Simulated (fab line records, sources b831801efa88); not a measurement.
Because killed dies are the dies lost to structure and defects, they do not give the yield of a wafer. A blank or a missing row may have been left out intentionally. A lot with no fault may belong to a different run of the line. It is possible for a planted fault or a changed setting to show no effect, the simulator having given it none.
Chamber matching / flow gf180mcu / GF_V2_ETCH_16 on rie-diel-03 has 4 sister chambers
The step etches BARC in N2/H2. 18 wafers are shown with their chamber, then 9 later ones without.

== WAFERS WITH THEIR CHAMBER ==
wafer=L074.3; chamber=0; drypump-motor-current-A (A)=5.3; oes-product-au (a.u.)=0.854; throttle-valve-pct (%)=13.236
wafer=L074.5; chamber=2; drypump-motor-current-A (A)=6.1; oes-product-au (a.u.)=0.858; throttle-valve-pct (%)=13.228
wafer=L074.6; chamber=1; drypump-motor-current-A (A)=6.2; oes-product-au (a.u.)=0.849; throttle-valve-pct (%)=13.230
wafer=L081.1; chamber=2; drypump-motor-current-A (A)=6.1; oes-product-au (a.u.)=0.847; throttle-valve-pct (%)=13.214
wafer=L081.2; chamber=0; drypump-motor-current-A (A)=5.3; oes-product-au (a.u.)=0.860; throttle-valve-pct (%)=13.222
wafer=L081.4; chamber=1; drypump-motor-current-A (A)=6.2; oes-product-au (a.u.)=0.863; throttle-valve-pct (%)=13.227
wafer=L084.1; chamber=2; drypump-motor-current-A (A)=6.1; oes-product-au (a.u.)=0.852; throttle-valve-pct (%)=13.200
wafer=L084.2; chamber=1; drypump-motor-current-A (A)=6.2; oes-product-au (a.u.)=0.844; throttle-valve-pct (%)=13.222
wafer=L084.3; chamber=3; drypump-motor-current-A (A)=5.3; oes-product-au (a.u.)=0.845; throttle-valve-pct (%)=13.213
wafer=L085.1; chamber=2; drypump-motor-current-A (A)=6.1; oes-product-au (a.u.)=0.846; throttle-valve-pct (%)=13.215
wafer=L085.3; chamber=1; drypump-motor-current-A (A)=6.2; oes-product-au (a.u.)=0.855; throttle-valve-pct (%)=13.211
wafer=L085.4; chamber=1; drypump-motor-current-A (A)=6.1; oes-product-au (a.u.)=0.854; throttle-valve-pct (%)=13.225
wafer=L087.1; chamber=0; drypump-motor-current-A (A)=5.3; oes-product-au (a.u.)=0.860; throttle-valve-pct (%)=13.216
wafer=L087.5; chamber=2; drypump-motor-current-A (A)=6.1; oes-product-au (a.u.)=0.858; throttle-valve-pct (%)=13.218
wafer=L087.6; chamber=1; drypump-motor-current-A (A)=6.2; oes-product-au (a.u.)=0.856; throttle-valve-pct (%)=13.225
wafer=L088.1; chamber=0; drypump-motor-current-A (A)=5.3; oes-product-au (a.u.)=0.860; throttle-valve-pct (%)=13.232
wafer=L088.2; chamber=3; drypump-motor-current-A (A)=5.3; oes-product-au (a.u.)=0.855; throttle-valve-pct (%)=13.242
wafer=L088.3; chamber=2; drypump-motor-current-A (A)=6.1; oes-product-au (a.u.)=0.854; throttle-valve-pct (%)=13.208

SIGNATURES (averages over the wafers above)
reading=drypump-motor-current-A; chamber 0=5.300; chamber 1=6.183; chamber 2=6.100; chamber 3=5.300; scatter within a chamber=0.0244
reading=oes-product-au; chamber 0=0.85850; chamber 1=0.85350; chamber 2=0.85250; chamber 3=0.85000; scatter within a chamber=0.00549
reading=throttle-valve-pct; chamber 0=13.22650; chamber 1=13.22333; chamber 2=13.21383; chamber 3=13.22750; scatter within a chamber=0.00976
Rule: for each reading, subtract the chamber's mean from the wafer's reading, divide by that reading's scatter and square the result; add these up over the readings and take the root, which gives the wafer's distance from the chamber. The wafer belongs to the nearest chamber; if the next one is less than 2 further off, it can't be placed. The scatter: take each reading less its chamber's mean, square it, sum over the shown wafers, divide by the number of wafers less the number of chambers, and take the root.

== WAFERS MISSING THEIR CHAMBER ==
wafer=L092.1; drypump-motor-current-A (A)=5.3; oes-product-au (a.u.)=0.862; throttle-valve-pct (%)=13.244
wafer=L092.3; drypump-motor-current-A (A)=6.1; oes-product-au (a.u.)=0.851; throttle-valve-pct (%)=13.249
wafer=L092.6; drypump-motor-current-A (A)=6.0; oes-product-au (a.u.)=0.854; throttle-valve-pct (%)=13.224
wafer=L096.1; drypump-motor-current-A (A)=6.1; oes-product-au (a.u.)=0.863; throttle-valve-pct (%)=13.227
wafer=L096.2; drypump-motor-current-A (A)=5.3; oes-product-au (a.u.)=0.854; throttle-valve-pct (%)=13.216
wafer=L096.5; drypump-motor-current-A (A)=5.3; oes-product-au (a.u.)=0.866; throttle-valve-pct (%)=13.222
wafer=L097.1; drypump-motor-current-A (A)=5.3; oes-product-au (a.u.)=0.853; throttle-valve-pct (%)=13.230
wafer=L097.2; drypump-motor-current-A (A)=6.2; oes-product-au (a.u.)=0.853; throttle-valve-pct (%)=13.231
wafer=L097.4; drypump-motor-current-A (A)=5.3; oes-product-au (a.u.)=0.855; throttle-valve-pct (%)=13.221

== EACH ONE'S CHAMBER ==
wafer=L092.1; from the rows above=can't be placed: 0 or 3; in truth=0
wafer=L092.3; from the rows above=can't be placed: 2 or 1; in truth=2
wafer=L092.6; from the rows above=2; in truth=2
wafer=L096.1; from the rows above=can't be placed: 2 or 1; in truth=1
wafer=L096.2; from the rows above=can't be placed: 0 or 3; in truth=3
wafer=L096.5; from the rows above=can't be placed: 0 or 3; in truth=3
wafer=L097.1; from the rows above=can't be placed: 3 or 0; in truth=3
wafer=L097.2; from the rows above=1; in truth=1
wafer=L097.4; from the rows above=can't be placed: 0 or 3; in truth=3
Placed correctly: 2 of 9. Not placeable from these rows: 7 (in 7, the candidates include the true chamber). Wrongly placed: 0.
